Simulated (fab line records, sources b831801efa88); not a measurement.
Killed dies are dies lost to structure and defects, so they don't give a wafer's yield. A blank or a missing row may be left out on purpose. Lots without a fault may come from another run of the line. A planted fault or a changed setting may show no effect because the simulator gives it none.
Which tool did it? | flow gf180mcu | 7 lots, 21 wafers sampled, at 2 steps of a route of 602

WHAT THE GAUGES READ, wafer by wafer
GF_PSD_RS_MEAS_14: measures by four-point-probe.
lot  | measured     | on            | NSD_RS (ohm/sq)
L433 | day 14 13:01 | film_metro-04 | 46.19 46.15 46.00
L435 | day 15 06:11 | film_metro-01 | 46.30 46.20 46.15
L438 | day 16 07:20 | film_metro-04 | 46.04 45.90 46.06
L441 | day 17 08:33 | film_metro-03 | 46.15 46.05 46.21
L443 | day 17 21:54 | film_metro-04 | 46.10 46.22 45.98
L451 | day 20 21:40 | film_metro-04 | 46.20 46.16 46.24
L454 | day 22 01:21 | film_metro-03 | 46.32 46.24 46.29

WHICH TOOL RAN EACH LOT (tool, then ch and the chambers of the sampled wafers, then the start)
lot  | GF_POLY_GATE_ETCH_13
L433 | rie_si-02 ch 0,2,3, day 9 07:37
L435 | rie_si-02 ch 0,3, day 9 23:13
L438 | rie_si-01 ch 0,2,3, day 10 19:02
L441 | rie_si-02 ch 0,2, day 11 13:13
L443 | rie_si-01 ch 0,2,3, day 12 06:22
L451 | rie_si-01 ch 0,1, day 14 15:23
L454 | rie_si-01 ch 0,1,2, day 15 18:44
- GF_POLY_GATE_ETCH_13: etches poly-Si in HBr/Cl2, stops on SiO2, target depth 198.5 nm, time 69.6 s.

THE ANSWER, worked out from the rows above alone
Rule: what is usual is taken from the lots themselves. Put in order of their means at a reading, lots are off if they are a third of the lots or fewer, leave a main group of 4 or more, and stand apart from it by a gap of 3 or more times the standard deviation of the main group's means; of several such gaps the widest counts. A main group whose means are all the same, to the digits that the tables above print for the reading, isn't used. A lot without any number at a reading at which 4 lots or more have one is off too. The other lots that the step has rows for count as sound.
No lot is off at any reading shown: from this, nothing can be told.

WHAT THE SIMULATOR HAD PUT IN
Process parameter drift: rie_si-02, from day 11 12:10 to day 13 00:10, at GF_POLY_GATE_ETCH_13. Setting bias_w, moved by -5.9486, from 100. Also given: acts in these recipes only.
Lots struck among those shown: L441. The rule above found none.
